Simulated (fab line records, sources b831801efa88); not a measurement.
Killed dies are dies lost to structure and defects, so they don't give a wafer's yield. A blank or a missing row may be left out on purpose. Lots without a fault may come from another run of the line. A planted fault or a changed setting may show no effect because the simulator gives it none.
Which tool did it? | flow gf180mcu | 7 lots, 21 wafers sampled, at 2 steps of a route of 602

WHAT THE GAUGES READ, wafer by wafer
GF_V5_THK_MEAS_25: measures by xrf.
lot  | measured     | on            | V5_W_THK (nm)
L390 | day 28 11:25 | film_metro-01 | 352 353 352
L392 | day 29 08:25 | film_metro-01 | 347 342 350
L395 | day 30 00:28 | film_metro-03 | 352 349 348
L397 | day 30 12:58 | film_metro-03 | 346 343 343
L399 | day 31 10:06 | film_metro-02 | 352 347 353
L401 | day 31 15:58 | film_metro-02 | 352 353 352
L404 | day 32 14:27 | film_metro-03 | 357 353 355

WHICH TOOL RAN EACH LOT (tool, then ch and the chambers of the sampled wafers, then the start)
lot  | GF_DUAL_GATE_OXIDATION_15
L390 | furnace-01 ch 0, day 9 10:14
L392 | furnace-01 ch 0, day 10 01:44
L395 | furnace-02 ch 0, day 10 23:55
L397 | furnace-02 ch 0, day 11 11:32
L399 | furnace-01 ch 0, day 12 04:42
L401 | furnace-02 ch 0, day 12 18:41
L404 | furnace-02 ch 0, day 13 18:53
- GF_DUAL_GATE_OXIDATION_15: stabilise 600 s, purge 300 s, target thk 7.098 nm.

THE ANSWER, worked out from the rows above alone
Rule: what is usual is taken from the lots themselves. Put in order of their means at a reading, lots are off if they are a third of the lots or fewer, leave a main group of 4 or more, and stand apart from it by a gap of 3 or more times the standard deviation of the main group's means; of several such gaps the widest counts. A main group whose means are all the same, to the digits that the tables above print for the reading, isn't used. A lot without any number at a reading at which 4 lots or more have one is off too. The other lots that the step has rows for count as sound.
No lot is off at any reading shown: from this, nothing can be told.

WHAT THE SIMULATOR HAD PUT IN
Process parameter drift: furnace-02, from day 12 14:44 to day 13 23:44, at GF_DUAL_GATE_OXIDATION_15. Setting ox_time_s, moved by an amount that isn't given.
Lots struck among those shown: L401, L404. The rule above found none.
